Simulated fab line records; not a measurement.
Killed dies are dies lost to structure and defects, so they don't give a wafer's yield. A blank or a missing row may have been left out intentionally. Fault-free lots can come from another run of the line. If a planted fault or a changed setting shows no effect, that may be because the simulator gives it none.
fab line records ; flow sky130
record lots=7; wafers=21; last-day=49
route steps=708 shown SONOS_TUNNEL@156 SONOS_ONO@168 PAD_OPEN@708
lots that met no fault: taken from a fault-free run of the same line
start-h: the number of hours between the record's first day and the start of the first shown wafer of the lot ; wait-h: hours from the lot's prior step to this one ; " as in the row above ; L1.1+2: a row that stands for several wafers ; - either no value or no given start ; * or withheld: withheld ; < > ~ a bound
route shown NAME@n: a module of which the file shows steps, and the number in the route of the first ; usual: mean and standard deviation over wafers with no fault ; same: alike in all rows ; chamber/n: place in a boat ; sites: the reading at each site ; _std_site: standard deviation across them ; _edge_site: inner sites' mean taken away from outer sites' mean ; radius-mm: how far each site lies from the wafer's centre ; mask NAME#n: copy n ; behind: tool/chamber where the wafer was last shaped ; hold: the reason the lot was held/the length of the hold in hours/how it ended ; device: names the non-switching transistor (n, p or np) ; end of line: the tests these same wafers got at the end of their route ; a step without rows: its recipe alone ; killed: the dies lost at the first sort to structure and to defects; this is not the yield of the wafer ; map: dies across one wafer; x = killed, . = not, _ = none there
set.NAME: the run value of the setting; set.NAME@STEP: its run value at that earlier step ; model.NAME: the simulator's own value behind a step, which no gauge read
a table for each step, a row for each wafer; lots at some steps of the route
services: from which hour (start-h, from the record's first day; less than 0 if before it) a tool's chamber was out of use, for how many hours, and why
## steps
# step SKY_SONOS_TUNNEL_COAT_02
# recipe resist=NOVOLAK; spin-rpm=3000; resist-thk-nm=1140
# step SKY_SONOS_TUNNEL_SOFTBAKE_03
# recipe temp-c=90; time-s=60; resist=NOVOLAK
# step SKY_SONOS_TUNNEL_EXPOSE_04
# recipe mask-id=TUNM; na=0.6; source-shape=conventional; sigma-outer=0.6; polarization=unpolarized; target-cd-nm=410; dose-mj=136
# step SKY_SONOS_TUNNEL_PEB_05
# recipe temp-c=withheld; time-s=*; resist=NOVOLAK
# step SKY_SONOS_TUNNEL_DEVELOP_06
# recipe resist=NOVOLAK; developer=TMAH; develop-time-s=60; dev-temp-c=23
# step SKY_SONOS_TUNNEL_CD_MEAS_07
# recipe target-cd-nm=410
# usual cd-nm=409.8/2.1
lot.wafer;tool;chamber;start-h;wait-h;cd-nm
L688.2;cd-sem-02;-;301.56;0.1;404.5
L688.4;cd-sem-02;-;301.56;0.1;408.5
L688.5;cd-sem-02;-;301.56;0.1;408.0
L689.4;cd-sem-01;-;305.10;0.1;410.7
L689.5;cd-sem-01;-;305.10;0.1;408.2
L689.6;cd-sem-01;-;305.10;0.1;408.2
L690.1;cd-sem-01;-;306.14;0.1;412.7
L690.3;cd-sem-01;-;306.14;0.1;411.1
L690.6;cd-sem-01;-;306.14;0.1;412.3
L691.3;cd-sem-02;-;312.47;0.1;407.9
L691.4;cd-sem-02;-;312.47;0.1;405.3
L691.6;cd-sem-02;-;312.47;0.1;407.1
L698.1;cd-sem-02;-;368.48;0.1;408.6
L698.3;cd-sem-02;-;368.48;0.1;410.7
L698.6;cd-sem-02;-;368.48;0.1;409.6
L700.3;cd-sem-02;-;383.32;0.1;410.9
L700.5;cd-sem-02;-;383.32;0.1;410.3
L700.6;cd-sem-02;-;383.32;0.1;409.0
L702.1;cd-sem-02;-;400.74;0.1;406.0
L702.2;cd-sem-02;-;400.74;0.1;405.6
L702.5;cd-sem-02;-;400.74;0.1;408.2
# step SKY_SONOS_TUNNEL_OVL_MEAS_08
# usual SONOS_TUNNEL_OVL=0.6/1.4
lot.wafer;tool;chamber;start-h;wait-h;SONOS_TUNNEL_OVL[nm]
L688.2;overlay-01;-;301.66;0.1;0.9
L688.4;overlay-01;-;301.66;0.1;0.4
L688.5;overlay-01;-;301.66;0.1;0.1
L689.4;overlay-02;-;305.17;0.1;1.0
L689.5;overlay-02;-;305.17;0.1;2.4
L689.6;overlay-02;-;305.17;0.1;2.0
L690.1;overlay-01;-;306.26;0.1;0.3
L690.3;overlay-01;-;306.26;0.1;0.5
L690.6;overlay-01;-;306.26;0.1;-0.2
L691.3;overlay-02;-;312.56;0.1;2.8
L691.4;overlay-02;-;312.56;0.1;4.1
L691.6;overlay-02;-;312.56;0.1;2.4
L698.1;overlay-02;-;368.60;0.1;2.7
L698.3;overlay-02;-;368.60;0.1;2.5
L698.6;overlay-02;-;368.60;0.1;2.9
L700.3;overlay-02;-;383.41;0.1;2.2
L700.5;overlay-02;-;383.41;0.1;2.1
L700.6;overlay-02;-;383.41;0.1;3.1
L702.1;overlay-01;-;400.86;0.1;-1.6
L702.2;overlay-01;-;400.86;0.1;0.2
L702.5;overlay-01;-;400.86;0.1;-0.7
# step SKY_SONOS_TUNNEL_IMPLANT_09
# recipe species=B; energy-kev=20; dose-cm2=1e+12; tilt-deg=withheld
# step SKY_SONOS_TUNNEL_WET_ETCH_10
# recipe chemistry=dHF; target-depth-nm=14; target=SiO2; dilution=100:1; temp-c=25; time-s=280
# step SKY_SONOS_TUNNEL_STRIP_11
# recipe chemistry=SPM; time-s=600; temp-c=130
# step SKY_SONOS_TUNNEL_TW_MEAS_12
# usual SONOS_TUNNEL_TW=197.9/1.2
lot.wafer;tool;chamber;start-h;wait-h;SONOS_TUNNEL_TW
L688.2;film-metro-03;-;302.13;0.0;198.1
L688.4;film-metro-03;-;302.13;0.0;198.4
L688.5;film-metro-03;-;302.13;0.0;198.1
L689.4;film-metro-01;-;305.65;0.0;198.8
L689.5;film-metro-01;-;305.65;0.0;198.1
L689.6;film-metro-01;-;305.65;0.0;197.1
L690.1;film-metro-01;-;306.72;0.0;197.6
L690.3;film-metro-01;-;306.72;0.0;198.3
L690.6;film-metro-01;-;306.72;0.0;198.2
L691.3;film-metro-01;-;313.03;0.0;197.0
L691.4;film-metro-01;-;313.03;0.0;197.2
L691.6;film-metro-01;-;313.03;0.0;198.3
L698.1;film-metro-02;-;369.04;0.0;198.8
L698.3;film-metro-02;-;369.04;0.0;197.7
L698.6;film-metro-02;-;369.04;0.0;198.7
L700.3;film-metro-02;-;384.00;0.0;198.2
L700.5;film-metro-02;-;384.00;0.0;199.1
L700.6;film-metro-02;-;384.00;0.0;197.7
L702.1;film-metro-01;-;401.30;0.0;198.6
L702.2;film-metro-01;-;401.30;0.0;198.3
L702.5;film-metro-01;-;401.30;0.0;199.1
# step SKY_SONOS_TUNNEL_CLEAN_13
# recipe chemistry=dHF; time-s=20; dilution=100:1; dry=ipa-marangoni
# step SKY_SONOS_ONO_OXIDATION_00
# recipe temp-c=800; ambient=O2; idle-temp-c=700; ramp-up-c-per-min=10; ramp-down-c-per-min=3; stabilise-s=600; purge-s=300; target-thk-a=26; ox-time-s=1249
# usual ox-temp-c-max=803.6/0.69; spike-tc-centre-C=800.2/1; zone-power-top-pct=26.3/0.57
# same stabilise-s=600
lot.wafer;tool;chamber;start-h;wait-h;ox-temp-c-max;spike-tc-centre-C;zone-power-top-pct;model.SiO2_of_SONOS_ONO_OXIDATION_00.thk-nm
L688.2;furnace-01;0;304.44;2.2;803.4;800.3;26.5;2.887
L688.4;furnace-01;0;304.44;2.2;803.5;798.8;27.0;2.886
L688.5;furnace-01;0;304.44;2.2;804.5;799.3;26.7;2.901
L689.4;furnace-01;0;307.29;1.6;803.5;800.3;26.9;2.966
L689.5;furnace-01;0;307.29;1.6;803.5;800.4;27.2;2.892
L689.6;furnace-01;0;307.29;1.6;802.8;801.5;27.1;2.884
L690.1;furnace-01;0;307.29;0.5;804.0;800.6;26.6;2.912
L690.3;furnace-01;0;307.29;0.5;803.0;801.8;26.9;2.914
L690.6;furnace-01;0;307.29;0.5;804.0;800.3;27.0;2.887
L691.3;furnace-02;0;314.10;1.0;805.2;802.2;26.1;2.617
L691.4;furnace-02;0;314.10;1.0;803.8;800.7;26.0;2.63
L691.6;furnace-02;0;314.10;1.0;803.9;801.9;25.9;2.607
L698.1;furnace-01;0;370.34;1.2;804.2;801.3;27.1;2.585
L698.3;furnace-01;0;370.34;1.2;803.5;801.1;27.1;2.571
L698.6;furnace-01;0;370.34;1.2;803.1;800.6;26.8;2.613
L700.3;furnace-02;0;384.12;0.1;803.2;800.3;25.9;2.604
L700.5;furnace-02;0;384.12;0.1;803.6;800.2;25.8;2.576
L700.6;furnace-02;0;384.12;0.1;803.6;801.5;25.5;2.588
L702.1;furnace-01;0;401.38;0.0;803.9;798.9;26.8;2.612
L702.2;furnace-01;0;401.38;0.0;804.1;800.6;26.9;2.62
L702.5;furnace-01;0;401.38;0.0;803.6;799.7;26.6;2.642
# step SKY_SONOS_ONO_THK_MEAS_01
# recipe reads=SiO2_of_SONOS_ONO_OXIDATION_00
# usual SONOS_ONO_OXIDATION_THK=2.61/0.049
lot.wafer;tool;chamber;start-h;wait-h;SONOS_ONO_OXIDATION_THK[nm]
L688.2;film-metro-01;-;305.79;0.0;2.82
L688.4;film-metro-01;-;305.79;0.0;2.88
L688.5;film-metro-01;-;305.79;0.0;2.87
L689.4;film-metro-04;-;308.67;0.0;2.98
L689.5;film-metro-04;-;308.67;0.0;2.88
L689.6;film-metro-04;-;308.67;0.0;2.91
L690.1;film-metro-04;-;308.70;0.1;2.91
L690.3;film-metro-04;-;308.70;0.1;2.89
L690.6;film-metro-04;-;308.70;0.1;2.89
L691.3;film-metro-01;-;315.47;0.0;2.65
L691.4;film-metro-01;-;315.47;0.0;2.63
L691.6;film-metro-01;-;315.47;0.0;2.65
L698.1;film-metro-01;-;371.68;0.0;2.63
L698.3;film-metro-01;-;371.68;0.0;2.56
L698.6;film-metro-01;-;371.68;0.0;2.62
L700.3;film-metro-04;-;385.48;0.0;2.56
L700.5;film-metro-04;-;385.48;0.0;2.55
L700.6;film-metro-04;-;385.48;0.0;2.57
L702.1;film-metro-04;-;402.73;0.0;2.69
L702.2;film-metro-04;-;402.73;0.0;2.61
L702.5;film-metro-04;-;402.73;0.0;2.61
# step SKY_SONOS_ONO_CVD_02
# recipe material=Si3N4; precursor=DCS/NH3; target-thk-nm=10.5; temp-c=770; time-s=180; pressure-mtorr=250
# step SKY_PAD_OPEN_PROBE_99
# usual killed_at_M0_to_M3=44/7; killed_at_M4_up=3.0/1.9; killed-at-contacts=24/5.4; killed-at-front-end=15/4.6; killed-at-other=0.3/0.5; killed-dies=87/10; killed-open=47/7; killed-short=40/6.2
# same gross-dies=492; killed-at-back-side=0
lot.wafer;tool;chamber;start-h;wait-h;killed_at_M0_to_M3;killed_at_M4_up;killed-at-contacts;killed-at-front-end;killed-at-other;killed-dies;killed-open;killed-short;model.etest.cap-ono.gate-log10-a-cm2;model.etest.cap-ono.tox-acc-nm;model.etest.sonos-erased.vt-v;model.etest.sonos-baked.vt-less-v
L688.2;prober-01;-;1115.08;0.1;44;4;14;16;0;78;46;32;-8.384;13.24;-2.01;-0.4092
L688.4;prober-01;-;1115.18;0.2;38;2;28;15;1;84;47;37;-8.528;13.32;-1.977;-0.4264
L688.5;prober-01;-;1115.23;0.2;44;1;29;20;1;95;60;35;-8.265;13.15;-2.04;-0.4551
L689.4;prober-02;-;1117.61;0.2;31;3;27;15;1;77;34;43;-8.536;13.28;-1.849;-0.4017
L689.5;prober-02;-;1117.66;0.2;36;5;22;24;0;87;43;44;-8.408;13.24;-2.034;-0.4138
L689.6;prober-02;-;1117.71;0.2;45;7;29;18;0;99;46;53;-8.399;13.2;-2.057;-0.4216
L690.1;prober-01;-;1120.09;0.1;35;0;25;17;0;77;45;32;-8.485;13.3;-1.996;-0.407
L690.3;prober-01;-;1120.19;0.2;65;4;20;14;2;105;56;49;-8.292;13.24;-2.042;-0.4218
L690.6;prober-01;-;1120.34;0.2;49;4;28;14;0;95;54;41;-8.361;13.18;-2.019;-0.4455
L691.3;prober-02;-;1120.65;0.2;33;4;28;12;0;77;39;38;-8.005;12.88;-2.297;-0.5498
L691.4;prober-02;-;1120.70;0.2;43;1;31;12;0;87;45;42;-7.976;12.94;-2.304;-0.4688
L691.6;prober-02;-;1120.80;0.2;42;6;34;15;0;97;56;41;-7.957;12.85;-2.328;-0.546
L700.3;prober-02;-;1174.94;0.2;43;4;20;10;1;78;40;38;-7.972;12.94;-2.288;-0.5106
L700.5;prober-02;-;1175.04;0.2;50;3;17;13;0;83;46;37;-7.785;12.68;-2.355;-0.5522
L700.6;prober-02;-;1175.09;0.2;40;3;24;18;0;85;42;43;-7.915;12.82;-2.281;-0.4751
L698.1;prober-01;-;1178.80;0.1;55;4;24;21;0;104;55;49;-7.878;12.84;-2.331;-0.4731
L698.3;prober-01;-;1178.90;0.2;34;8;33;11;0;86;43;43;-7.721;12.69;-2.402;-0.5215
L698.6;prober-01;-;1179.05;0.2;57;5;23;12;1;98;56;42;-7.849;12.85;-2.364;-0.5333
L702.1;prober-02;-;1180.30;0.1;52;2;24;11;0;89;49;40;-7.784;12.75;-2.332;-0.5162
L702.2;prober-02;-;1180.35;0.1;40;2;29;11;1;83;51;32;-7.596;12.66;-2.386;-0.5461
L702.5;prober-02;-;1180.50;0.2;53;4;24;11;2;94;52;42;-7.825;12.74;-2.29;-0.457
# killed by level:class
L688.2 VIA1:geometric-particle:short=9 VIA1:geometric-particle:open=8 VIA3:geometric-particle:open=8 VIA2:geometric-particle:open=7 LI_CONTACT:geometric-particle:open=6 POLY_GATE:geometric-particle:short=5 POLY_GATE:geometric-particle:open=4 FIELD_ISO:geometric-particle:open=3
L688.4 CONTACT:geometric-particle:open=13 LI_CONTACT:geometric-particle:open=8 METAL2:geometric-particle:short=8 VIA1:geometric-particle:open=7 VIA2:geometric-particle:open=6 FIELD_ISO:geometric-particle:short=5 FIELD_ISO:geometric-particle:open=4 POLY_GATE:geometric-particle:open=4
L688.5 VIA1:geometric-particle:open=12 CONTACT:geometric-particle:open=10 LI_CONTACT:geometric-particle:open=9 FIELD_ISO:geometric-particle:open=6 METAL1:geometric-particle:short=6 POLY_GATE:geometric-particle:open=5 FIELD_ISO:geometric-particle:short=4 METAL3:geometric-particle:short=4
L689.4 LOCAL_INTERCONNECT:geometric-particle:short=7 LI_CONTACT:geometric-particle:open=6 CONTACT:geometric-particle:open=6 FIELD_ISO:geometric-particle:short=5 POLY_GATE:geometric-particle:short=4 LI_CONTACT:geometric-particle:short=4 CONTACT:geometric-particle:short=4 METAL1:geometric-particle:short=4
L689.5 METAL1:geometric-particle:short=11 POLY_GATE:geometric-particle:open=9 CONTACT:geometric-particle:short=8 VIA1:geometric-particle:open=8 CONTACT:geometric-particle:open=7 FIELD_ISO:geometric-particle:open=5 POLY_GATE:geometric-particle:short=4 LI_CONTACT:geometric-particle:short=4
L689.6 CONTACT:geometric-particle:open=12 METAL1:geometric-particle:short=9 METAL2:geometric-particle:short=9 VIA1:geometric-particle:open=8 LOCAL_INTERCONNECT:geometric-particle:short=7 POLY_GATE:geometric-particle:open=5 LI_CONTACT:geometric-particle:open=5 METAL4:geometric-particle:short=5
L690.1 CONTACT:geometric-particle:open=13 VIA1:geometric-particle:open=9 FIELD_ISO:geometric-particle:short=5 VIA3:geometric-particle:open=5 LI_CONTACT:geometric-particle:open=4 VIA2:geometric-particle:open=4 VIA2:geometric-particle:short=4 POLY_GATE:geometric-particle:open=3
L690.3 METAL1:geometric-particle:short=11 VIA1:geometric-particle:open=10 VIA3:geometric-particle:open=10 VIA1:geometric-particle:short=9 VIA2:geometric-particle:open=9 LI_CONTACT:geometric-particle:open=8 VIA3:geometric-particle:short=6 FIELD_ISO:geometric-particle:short=5
L690.6 VIA3:geometric-particle:open=11 VIA1:geometric-particle:open=10 LI_CONTACT:geometric-particle:open=9 CONTACT:geometric-particle:open=8 METAL1:geometric-particle:short=5 VIA1:geometric-particle:short=5 SPACER:geometric-particle:short=4 CONTACT:geometric-particle:short=4
L691.3 CONTACT:geometric-particle:open=10 LI_CONTACT:geometric-particle:open=8 FIELD_ISO:geometric-particle:short=6 VIA1:geometric-particle:open=6 METAL2:geometric-particle:short=5 METAL1:geometric-particle:short=5 VIA2:geometric-particle:open=5 LOCAL_INTERCONNECT:geometric-particle:short=4
L691.4 VIA1:geometric-particle:open=10 CONTACT:geometric-particle:open=8 VIA2:geometric-particle:open=8 FIELD_ISO:geometric-particle:short=6 LI_CONTACT:geometric-particle:short=6 METAL1:geometric-particle:short=6 LI_CONTACT:geometric-particle:open=5 LOCAL_INTERCONNECT:geometric-particle:short=5
L691.6 CONTACT:geometric-particle:open=16 VIA1:geometric-particle:open=12 VIA3:geometric-particle:open=7 LOCAL_INTERCONNECT:geometric-particle:short=7 METAL1:geometric-particle:short=7 CONTACT:geometric-particle:short=6 POLY_GATE:geometric-particle:open=4 VIA2:geometric-particle:open=4
L700.3 VIA2:geometric-particle:open=11 VIA3:geometric-particle:open=10 CONTACT:geometric-particle:open=6 LI_CONTACT:geometric-particle:open=5 CONTACT:geometric-particle:short=5 METAL2:geometric-particle:short=5 LOCAL_INTERCONNECT:geometric-particle:short=4 METAL4:geometric-particle:short=4
L700.5 METAL2:geometric-particle:short=11 VIA1:geometric-particle:open=11 CONTACT:geometric-particle:open=8 VIA2:geometric-particle:open=7 VIA1:geometric-particle:short=6 VIA3:geometric-particle:open=6 FIELD_ISO:geometric-particle:open=5 LI_CONTACT:geometric-particle:open=5
L700.6 METAL2:geometric-particle:short=8 VIA2:geometric-particle:open=7 POLY_GATE:geometric-particle:open=6 LI_CONTACT:geometric-particle:short=6 LI_CONTACT:geometric-particle:open=6 CONTACT:geometric-particle:open=6 VIA1:geometric-particle:open=5 VIA3:geometric-particle:short=5
L698.1 VIA1:geometric-particle:open=13 LI_CONTACT:geometric-particle:open=8 CONTACT:geometric-particle:open=8 VIA3:geometric-particle:open=8 VIA1:geometric-particle:short=7 METAL2:geometric-particle:short=7 FIELD_ISO:geometric-particle:short=6 METAL1:geometric-particle:short=6
L698.3 CONTACT:geometric-particle:open=14 VIA1:geometric-particle:open=12 VIA1:geometric-particle:short=10 LI_CONTACT:geometric-particle:open=7 LOCAL_INTERCONNECT:geometric-particle:short=7 METAL4:geometric-particle:short=5 FIELD_ISO:geometric-particle:short=4 LI_CONTACT:geometric-particle:short=4
L698.6 VIA1:geometric-particle:open=13 CONTACT:geometric-particle:open=10 VIA3:geometric-particle:open=9 LI_CONTACT:geometric-particle:open=8 VIA1:geometric-particle:short=8 VIA2:geometric-particle:open=6 METAL1:geometric-particle:short=5 VIA3:geometric-particle:short=5
L702.1 VIA1:geometric-particle:open=11 METAL2:geometric-particle:short=11 LI_CONTACT:geometric-particle:open=8 METAL1:geometric-particle:short=7 VIA2:geometric-particle:open=7 CONTACT:geometric-particle:short=6 CONTACT:geometric-particle:open=6 FIELD_ISO:geometric-particle:short=4
L702.2 LI_CONTACT:geometric-particle:open=11 VIA3:geometric-particle:open=10 CONTACT:geometric-particle:open=7 METAL1:geometric-particle:short=6 VIA1:geometric-particle:open=6 METAL2:geometric-particle:open=5 VIA2:geometric-particle:open=5 LOCAL_INTERCONNECT:geometric-particle:short=4
L702.5 VIA1:geometric-particle:open=14 CONTACT:geometric-particle:open=11 VIA1:geometric-particle:short=7 VIA3:geometric-particle:open=6 METAL1:geometric-particle:short=6 VIA2:geometric-particle:open=6 LI_CONTACT:geometric-particle:open=5 METAL2:geometric-particle:short=5
## services
tool;chamber;start-h;hours;kind
furnace-02;-;300.23;3.1;pm
furnace-01;-;313.05;3.4;pm
## key
first-sign step=SKY_SONOS_ONO_THK_MEAS_01; reading=SONOS_ONO_OXIDATION_THK; direction=up; sigmas=5.9; usual=2.61; struck=2.89
effect none on later readings
model-effect step=SKY_SONOS_ONO_OXIDATION_00; value=SiO2_of_SONOS_ONO_OXIDATION_00.thk-nm; without=2.611; struck=2.903
model-effect step=SKY_PAD_OPEN_PROBE_99; value=etest.cap-ono.gate-log10-a-cm2; without=-8.074; struck=-8.407
met-at SKY_SONOS_ONO_OXIDATION_00
struck-wafers L688.2,L688.4,L688.5,L689.4,L689.5,L689.6,L690.1,L690.3,L690.6
tester-left-out L688,L689,L690
fault kind=process-parameter-drift; tool=furnace-01; chamber=-; onset-h=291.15; steps=SKY_SONOS_ONO_OXIDATION_00; channel=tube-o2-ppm; offset=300; shape=step; end-h=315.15
# tester-left-out: of these lots the tester's yield and bins aren't shown, on N5 and GAA mostly nor the transistor test; their killed dies are dies lost to structure and defects alone, not to doping, threshold or leakage, so they don't give the yield
